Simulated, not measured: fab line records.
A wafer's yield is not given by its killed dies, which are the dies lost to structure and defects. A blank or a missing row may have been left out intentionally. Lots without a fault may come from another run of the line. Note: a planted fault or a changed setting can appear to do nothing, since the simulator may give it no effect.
Which tool did it? / flow gf180mcu / 33 wafers from 11 lots sampled at 3 of the route's 602 steps

WHAT EACH GAUGE READ, for each wafer
GF_V5_THK_MEAS_01. Usual: V5_CVD_00_THK typically reads 300 nm, with standard deviation 3.4.
lot=L725; measured=day 26 23:31; on=filmMetro-03; V5_CVD_00_THK (nm)=300 300 298; flag=
lot=L727; measured=day 27 12:16; on=filmMetro-04; V5_CVD_00_THK (nm)=302 303 297; flag=
lot=L728; measured=day 27 20:44; on=filmMetro-03; V5_CVD_00_THK (nm)=298 294 297; flag=
lot=L729; measured=day 28 07:34; on=filmMetro-04; V5_CVD_00_THK (nm)=297 303 307; flag=
lot=L730; measured=day 28 08:22; on=filmMetro-03; V5_CVD_00_THK (nm)=300 299 297; flag=
lot=L731; measured=day 28 20:10; on=filmMetro-04; V5_CVD_00_THK (nm)=297 300 296; flag=
lot=L734; measured=day 29 09:29; on=filmMetro-04; V5_CVD_00_THK (nm)=296 294 296; flag=
lot=L737; measured=day 30 15:53; on=filmMetro-02; V5_CVD_00_THK (nm)=297 299 295; flag=
lot=L739; measured=day 31 02:34; on=filmMetro-03; V5_CVD_00_THK (nm)=299 296 307; flag=
lot=L745; measured=day 32 03:45; on=filmMetro-04; V5_CVD_00_THK (nm)=304 308 306; flag=
lot=L746; measured=day 32 11:52; on=filmMetro-02; V5_CVD_00_THK (nm)=308 299 305; flag=

WHICH TOOL RAN EACH LOT (tool, then ch and the chambers of the sampled wafers, then the start)
lot=L725; GF_M2_STRIP_17=plasmaAsher-02 ch 0,1, day 20 00:10; GF_MIM_STRIP_20=plasmaAsher-03 ch 0,1, day 26 02:19
lot=L727; GF_M2_STRIP_17=plasmaAsher-04 ch 0,1, day 20 17:04; GF_MIM_STRIP_20=plasmaAsher-01 ch 0,1, day 26 14:40
lot=L728; GF_M2_STRIP_17=plasmaAsher-04 ch 0,1, day 21 00:43; GF_MIM_STRIP_20=plasmaAsher-01 ch 0,1, day 26 23:22
lot=L729; GF_M2_STRIP_17=plasmaAsher-02 ch 1, day 21 15:31; GF_MIM_STRIP_20=plasmaAsher-03 ch 0,1, day 27 09:55
lot=L730; GF_M2_STRIP_17=plasmaAsher-03 ch 0,1, day 21 15:52; GF_MIM_STRIP_20=plasmaAsher-04 ch 0,1, day 27 11:07
lot=L731; GF_M2_STRIP_17=plasmaAsher-02 ch 0,1, day 22 04:43; GF_MIM_STRIP_20=plasmaAsher-01 ch 0,1, day 27 23:03
lot=L734; GF_M2_STRIP_17=plasmaAsher-02 ch 0,1, day 22 22:58; GF_MIM_STRIP_20=plasmaAsher-04 ch 0,1, day 28 13:24
lot=L737; GF_M2_STRIP_17=plasmaAsher-04 ch 0,1, day 24 11:02; GF_MIM_STRIP_20=plasmaAsher-03 ch 0,1, day 29 20:04
lot=L739; GF_M2_STRIP_17=plasmaAsher-04 ch 0,1, day 24 23:45; GF_MIM_STRIP_20=plasmaAsher-04 ch 0,1, day 30 06:58
lot=L745; GF_M2_STRIP_17=plasmaAsher-03 ch 0,1, day 26 05:07; GF_MIM_STRIP_20=plasmaAsher-01 ch 0,1, day 31 09:00
lot=L746; GF_M2_STRIP_17=plasmaAsher-02 ch 0,1, day 26 14:10; GF_MIM_STRIP_20=plasmaAsher-04 ch 0,1, day 31 16:36
- GF_M2_STRIP_17: strips in O2/N2.
- GF_MIM_STRIP_20: strips in O2/N2.

WHAT THE TOOLS THEMSELVES READ (means of the sampled wafers that have a number; where no wafer has one, the mark that the record gives instead)
GF_M2_STRIP_17. Usual: chamberPressureMTorr 1500.0 mTorr, standard deviation 1.5; drypumpMotorCurrentA 5.9 A, standard deviation 0.37; heaterPowerW 328 W, standard deviation 33; o2FlowSccm 3002 sccm, standard deviation 9.2; oesProductAu 0.538 a.u., standard deviation 0.0048; stripTimeToEndpointS 7.39 s, standard deviation 0.039.
lot=L725; tool=plasmaAsher-02; chamberPressureMTorr (mTorr)=1499.7; drypumpMotorCurrentA (A)=5.6; heaterPowerW (W)=366; o2FlowSccm (sccm)=2994; oesProductAu (a.u.)=0.536; stripTimeToEndpointS (s)=7.36; flag=
lot=L727; tool=plasmaAsher-04; chamberPressureMTorr (mTorr)=1501.8; drypumpMotorCurrentA (A)=6.2; heaterPowerW (W)=292; o2FlowSccm (sccm)=3010; oesProductAu (a.u.)=0.540; stripTimeToEndpointS (s)=7.41; flag=
lot=L728; tool=plasmaAsher-04; chamberPressureMTorr (mTorr)=1499.6; drypumpMotorCurrentA (A)=6.0; heaterPowerW (W)=308; o2FlowSccm (sccm)=3003; oesProductAu (a.u.)=0.536; stripTimeToEndpointS (s)=7.43; flag=
lot=L729; tool=plasmaAsher-02; chamberPressureMTorr (mTorr)=1501.3; drypumpMotorCurrentA (A)=5.7; heaterPowerW (W)=336; o2FlowSccm (sccm)=2999; oesProductAu (a.u.)=0.540; stripTimeToEndpointS (s)=7.41; flag=
lot=L730; tool=plasmaAsher-03; chamberPressureMTorr (mTorr)=1501.2; drypumpMotorCurrentA (A)=6.2; heaterPowerW (W)=318; o2FlowSccm (sccm)=3003; oesProductAu (a.u.)=0.535; stripTimeToEndpointS (s)=7.38; flag=
lot=L731; tool=plasmaAsher-02; chamberPressureMTorr (mTorr)=1499.8; drypumpMotorCurrentA (A)=5.6; heaterPowerW (W)=366; o2FlowSccm (sccm)=2996; oesProductAu (a.u.)=0.536; stripTimeToEndpointS (s)=7.36; flag=
lot=L734; tool=plasmaAsher-02; chamberPressureMTorr (mTorr)=1500.0; drypumpMotorCurrentA (A)=5.6; heaterPowerW (W)=367; o2FlowSccm (sccm)=3001; oesProductAu (a.u.)=0.541; stripTimeToEndpointS (s)=7.41; flag=
lot=L737; tool=plasmaAsher-04; chamberPressureMTorr (mTorr)=1500.0; drypumpMotorCurrentA (A)=6.2; heaterPowerW (W)=292; o2FlowSccm (sccm)=3001; oesProductAu (a.u.)=0.534; stripTimeToEndpointS (s)=7.39; flag=
lot=L739; tool=plasmaAsher-04; chamberPressureMTorr (mTorr)=1499.9; drypumpMotorCurrentA (A)=6.2; heaterPowerW (W)=288; o2FlowSccm (sccm)=2988; oesProductAu (a.u.)=0.538; stripTimeToEndpointS (s)=7.43; flag=
lot=L745; tool=plasmaAsher-03; chamberPressureMTorr (mTorr)=1498.4; drypumpMotorCurrentA (A)=6.2; heaterPowerW (W)=317; o2FlowSccm (sccm)=3002; oesProductAu (a.u.)=0.541; stripTimeToEndpointS (s)=7.46; flag=
lot=L746; tool=plasmaAsher-02; chamberPressureMTorr (mTorr)=1499.8; drypumpMotorCurrentA (A)=5.6; heaterPowerW (W)=366; o2FlowSccm (sccm)=3000; oesProductAu (a.u.)=0.536; stripTimeToEndpointS (s)=7.36; flag=

GF_MIM_STRIP_20. Usual: chamberPressureMTorr 1499.9 mTorr, standard deviation 1.4; drypumpMotorCurrentA 5.8 A, standard deviation 0.43; heaterPowerW 304 W, standard deviation 17; o2FlowSccm 3000 sccm, standard deviation 8.2; oesProductAu 0.691 a.u., standard deviation 0.0052; stripTimeToEndpointS 11.21 s, standard deviation 0.04.
lot=L725; tool=plasmaAsher-03; chamberPressureMTorr (mTorr)=1500.6; drypumpMotorCurrentA (A)=5.9; heaterPowerW (W)=316; o2FlowSccm (sccm)=2995; oesProductAu (a.u.)=0.696; stripTimeToEndpointS (s)=11.20; flag=
lot=L727; tool=plasmaAsher-01; chamberPressureMTorr (mTorr)=1500.5; drypumpMotorCurrentA (A)=5.4; heaterPowerW (W)=305; o2FlowSccm (sccm)=3003; oesProductAu (a.u.)=0.693; stripTimeToEndpointS (s)=11.18; flag=
lot=L728; tool=plasmaAsher-01; chamberPressureMTorr (mTorr)=1500.4; drypumpMotorCurrentA (A)=5.4; heaterPowerW (W)=304; o2FlowSccm (sccm)=3001; oesProductAu (a.u.)=0.691; stripTimeToEndpointS (s)=11.19; flag=
lot=L729; tool=plasmaAsher-03; chamberPressureMTorr (mTorr)=1500.1; drypumpMotorCurrentA (A)=6.2; heaterPowerW (W)=322; o2FlowSccm (sccm)=3007; oesProductAu (a.u.)=0.691; stripTimeToEndpointS (s)=11.17; flag=
lot=L730; tool=plasmaAsher-04; chamberPressureMTorr (mTorr)=1500.3; drypumpMotorCurrentA (A)=5.9; heaterPowerW (W)=300; o2FlowSccm (sccm)=2998; oesProductAu (a.u.)=0.694; stripTimeToEndpointS (s)=11.21; flag=
lot=L731; tool=plasmaAsher-01; chamberPressureMTorr (mTorr)=1500.5; drypumpMotorCurrentA (A)=5.4; heaterPowerW (W)=306; o2FlowSccm (sccm)=2999; oesProductAu (a.u.)=0.685; stripTimeToEndpointS (s)=11.16; flag=
lot=L734; tool=plasmaAsher-04; chamberPressureMTorr (mTorr)=1499.8; drypumpMotorCurrentA (A)=6.0; heaterPowerW (W)=303; o2FlowSccm (sccm)=3009; oesProductAu (a.u.)=0.695; stripTimeToEndpointS (s)=11.30; flag=
lot=L737; tool=plasmaAsher-03; chamberPressureMTorr (mTorr)=1499.2; drypumpMotorCurrentA (A)=6.0; heaterPowerW (W)=309; o2FlowSccm (sccm)=2994; oesProductAu (a.u.)=0.691; stripTimeToEndpointS (s)=11.21; flag=
lot=L739; tool=plasmaAsher-04; chamberPressureMTorr (mTorr)=1499.7; drypumpMotorCurrentA (A)=6.0; heaterPowerW (W)=305; o2FlowSccm (sccm)=2997; oesProductAu (a.u.)=0.691; stripTimeToEndpointS (s)=11.22; flag=
lot=L745; tool=plasmaAsher-01; chamberPressureMTorr (mTorr)=1500.9; drypumpMotorCurrentA (A)=5.5; heaterPowerW (W)=304; o2FlowSccm (sccm)=2999; oesProductAu (a.u.)=0.687; stripTimeToEndpointS (s)=11.22; flag=
lot=L746; tool=plasmaAsher-04; chamberPressureMTorr (mTorr)=1500.1; drypumpMotorCurrentA (A)=5.9; heaterPowerW (W)=306; o2FlowSccm (sccm)=2997; oesProductAu (a.u.)=0.689; stripTimeToEndpointS (s)=11.21; flag=

THE ANSWER, worked out from the rows above alone
Rule: lot off if the mean of its wafers having a number is beyond 3 standard deviations from the usual mean. Also off: a lot with no number at a reading for which 4 or more lots have one. All remaining lots with rows at the step are treated as sound. First the gauges in route order, then the tools' own readings, where a lot's mean is used as printed above. At the first step where some lot is off, the reading lying furthest off is the one used; lots without a number count as furthest.
No lot is off on any of the readings shown, so nothing can be concluded from this.

WHAT WAS PUT IN BY THE SIMULATOR
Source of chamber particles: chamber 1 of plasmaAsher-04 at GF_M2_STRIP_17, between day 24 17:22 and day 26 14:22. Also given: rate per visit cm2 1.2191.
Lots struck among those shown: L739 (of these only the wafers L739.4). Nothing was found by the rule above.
